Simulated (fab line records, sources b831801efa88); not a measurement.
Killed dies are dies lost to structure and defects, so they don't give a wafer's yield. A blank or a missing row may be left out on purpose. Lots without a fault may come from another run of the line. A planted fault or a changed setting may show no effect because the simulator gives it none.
Which tool did it? | flow sky130 | 24 lots, 72 wafers sampled, at 3 steps of a route of 708

WHAT THE GAUGES READ, wafer by wafer
SKY_SD_P_OVL_MEAS_08. Usual: SD_P_OVL 0.9 nm, standard deviation 1.1.
lot  | measured     | on         | SD_P_OVL (nm) | flag
L074 | day 25 16:23 | overlay-01 | 1.9 -0.9 -0.4 |
L075 | day 26 01:02 | overlay-02 | 1.2 2.7 2.0   |
L076 | day 26 12:38 | overlay-02 | -0.4 0.1 0.8  |
L077 | day 26 21:11 | overlay-02 | 2.3 -0.1 2.0  |
L078 | day 26 21:22 | overlay-01 | -0.2 0.3 -0.7 |
L079 | day 27 01:21 | overlay-02 | 1.4 1.2 0.6   |
L080 | day 27 19:04 | overlay-02 | 1.4 2.0 1.3   |
L081 | day 28 04:11 | overlay-01 | 0.6 2.0 0.0   |
L082 | day 28 05:01 | overlay-01 | 2.6 1.0 -0.2  |
L083 | day 28 09:32 | overlay-02 | 2.0 1.0 3.9   |
L084 | day 28 23:39 | overlay-01 | 2.4 1.7 2.4   |
L085 | day 29 04:46 | overlay-02 | 0.5 1.6 0.1   |
L086 | day 29 16:53 | overlay-01 | -0.6 -0.2 0.4 |
L087 | day 30 01:02 | overlay-02 | -0.4 1.0 0.0  |
L088 | day 30 07:23 | overlay-02 | 1.1 0.7 2.1   |
L089 | day 30 13:31 | overlay-01 | -0.4 0.1 0.4  |
L090 | day 30 20:14 | overlay-01 | 2.2 0.6 2.3   |
L091 | day 31 03:43 | overlay-01 | 1.1 0.5 -0.4  |
L092 | day 31 23:45 | overlay-02 | -1.6 -0.2 0.4 |
L093 | day 32 07:25 | overlay-02 | 1.5 2.2 0.8   |
L094 | day 32 07:59 | overlay-02 | 1.9 2.3 0.9   |
L095 | day 32 14:44 | overlay-02 | 1.1 1.0 1.4   |
L096 | day 32 21:50 | overlay-01 | 0.9 0.8 1.5   |
L097 | day 33 05:17 | overlay-01 | 1.5 3.1 -0.1  |

SKY_VIA1_THK_MEAS_01. Usual: VIA1_HDPCVD_THK 1024 nm, standard deviation 10.
lot  | measured     | on            | VIA1_HDPCVD_THK (nm) | flag
L074 | day 33 03:12 | film_metro-04 | 1022 1018 1025       |
L075 | day 33 10:49 | film_metro-04 | 1027 1031 1041       |
L076 | day 33 21:44 | film_metro-04 | 1018 1011 1018       |
L077 | day 34 04:07 | film_metro-02 | 1029 1005 1035       |
L078 | day 34 05:14 | film_metro-04 | 1020 1008 1001       |
L079 | day 34 08:47 | film_metro-02 | 1030 1023 1030       |
L080 | day 35 00:28 | film_metro-04 | 1024 1034 1017       |
L081 | day 35 07:12 | film_metro-04 | 1015 1024 1024       |
L082 | day 35 07:54 | film_metro-03 | 1006 1024 1020       |
L083 | day 35 13:41 | film_metro-04 | 1036 1025 1032       |
L084 | day 36 01:02 | film_metro-04 | 1043 1029 1035       |
L085 | day 36 06:24 | film_metro-02 | 1045 1039 1030       |
L086 | day 36 18:26 | film_metro-02 | 1012 1002 1020       |
L087 | day 37 00:38 | film_metro-03 | 1013 1002 1016       |
L088 | day 37 07:04 | film_metro-02 | 1026 1034 1025       |
L089 | day 37 10:52 | film_metro-04 | 1030 1019 1014       |
L090 | day 37 20:52 | film_metro-03 | 1046 1049 1042       |
L091 | day 38 02:40 | film_metro-03 | 1020 1032 1026       |
L092 | day 38 20:42 | film_metro-04 | 1026 1040 1028       |
L093 | day 39 02:56 | film_metro-04 | 1018 1030 1006       |
L094 | day 39 03:25 | film_metro-02 | 1017 1018 1013       |
L095 | day 39 08:39 | film_metro-03 | 1028 1032 1011       |
L096 | day 39 15:19 | film_metro-04 | 1018 1013 1024       |
L097 | day 39 23:28 | film_metro-04 | 1030 1023 1031       |

WHICH TOOL RAN EACH LOT (tool, then ch and the chambers of the sampled wafers, then the start)
lot  | SKY_METAL1_DESCUM_17
L074 | rie_metal-03 ch 0,1, day 33 02:16
L075 | rie_metal-03 ch 0, day 33 09:43
L076 | rie_metal-01 ch 0,1, day 33 20:47
L077 | rie_metal-01 ch 0,1, day 34 03:09
L078 | rie_metal-04 ch 0,1, day 34 04:18
L079 | rie_metal-03 ch 0,1, day 34 07:53
L080 | rie_metal-04 ch 0,1, day 34 23:33
L081 | rie_metal-01 ch 0,1, day 35 06:11
L082 | rie_metal-04 ch 0,1, day 35 06:54
L083 | rie_metal-03 ch 0,1, day 35 12:44
L084 | rie_metal-04 ch 1, day 36 00:08
L085 | rie_metal-01 ch 0,1, day 36 05:31
L086 | rie_metal-04 ch 0,1, day 36 17:33
L087 | rie_metal-04 ch 0,1, day 36 23:44
L088 | rie_metal-03 ch 0,1, day 37 06:10
L089 | rie_metal-03 ch 0, day 37 09:47
L090 | rie_metal-04 ch 0,1, day 37 19:59
L091 | rie_metal-01 ch 0,1, day 38 01:45
L092 | rie_metal-04 ch 0,1, day 38 19:45
L093 | rie_metal-03 ch 0,1, day 39 02:02
L094 | rie_metal-01 ch 0,1, day 39 02:31
L095 | rie_metal-03 ch 0,1, day 39 07:44
L096 | rie_metal-03 ch 0,1, day 39 14:25
L097 | rie_metal-03 ch 0,1, day 39 22:34
- SKY_METAL1_DESCUM_17: chemistry O2, time 8 s.

WHAT THE TOOLS THEMSELVES READ (means of the sampled wafers that have a number; where no wafer has one, the mark that the record gives instead)
SKY_METAL1_DESCUM_17. Usual: drypump_motor_current_A 5.9 A, standard deviation 0.42; oes_product_au 1.003 a.u., standard deviation 0.012; rf_fwd_power_W 147.2 W, standard deviation 0.68.
lot  | tool         | drypump_motor_current_A (A) | oes_product_au (a.u.) | rf_fwd_power_W (W) | flag
L074 | rie_metal-03 | 5.6                         | 0.997                 | 147.3              |
L075 | rie_metal-03 | 6.0                         | 1.006                 | 146.7              |
L076 | rie_metal-01 | 6.6                         | 1.001                 | 147.0              |
L077 | rie_metal-01 | 6.5                         | 1.016                 | 147.3              |
L078 | rie_metal-04 | 5.6                         | 1.006                 | 147.7              |
L079 | rie_metal-03 | 5.8                         | 1.004                 | 146.7              |
L080 | rie_metal-04 | 5.5                         | 1.004                 | 147.5              |
L081 | rie_metal-01 | 6.6                         | 1.020                 | 146.9              |
L082 | rie_metal-04 | 5.7                         | 1.007                 | 147.3              |
L083 | rie_metal-03 | 5.8                         | 1.009                 | 147.0              |
L084 | rie_metal-04 | 5.5                         | 0.999                 | 149.0              |
L085 | rie_metal-01 | 6.6                         | 0.996                 | 147.3              |
L086 | rie_metal-04 | 5.7                         | 1.001                 | 146.9              |
L087 | rie_metal-04 | 5.5                         | 1.003                 | 147.5              |
L088 | rie_metal-03 | 5.7                         | 0.994                 | 147.5              |
L089 | rie_metal-03 | 6.0                         | 0.992                 | 147.2              |
L090 | rie_metal-04 | 5.7                         | 1.016                 | 147.1              |
L091 | rie_metal-01 | 6.6                         | 1.017                 | 146.8              |
L092 | rie_metal-04 | 5.8                         | 1.005                 | 146.9              |
L093 | rie_metal-03 | 5.7                         | 0.991                 | 147.3              |
L094 | rie_metal-01 | 6.6                         | 1.017                 | 147.2              |
L095 | rie_metal-03 | 5.8                         | 0.993                 | 147.6              |
L096 | rie_metal-03 | 5.8                         | 0.999                 | 147.2              |
L097 | rie_metal-03 | 5.6                         | 0.990                 | 147.3              |

THE ANSWER, worked out from the rows above alone
Rule: a lot is off if the mean of its wafers that have a number lies more than 3 standard deviations from the usual mean. A lot without any number at a reading at which 4 lots or more have one is off too. The other lots that the step has rows for count as sound. The gauges are gone through in route order, then the tools' own readings, and for those a lot's mean is taken as printed above. The first step at which some lot is off is used, and at that step the reading that is off furthest; a lot without a number counts as furthest.
No lot is off at any reading shown: from this, nothing can be told.

WHAT THE SIMULATOR HAD PUT IN
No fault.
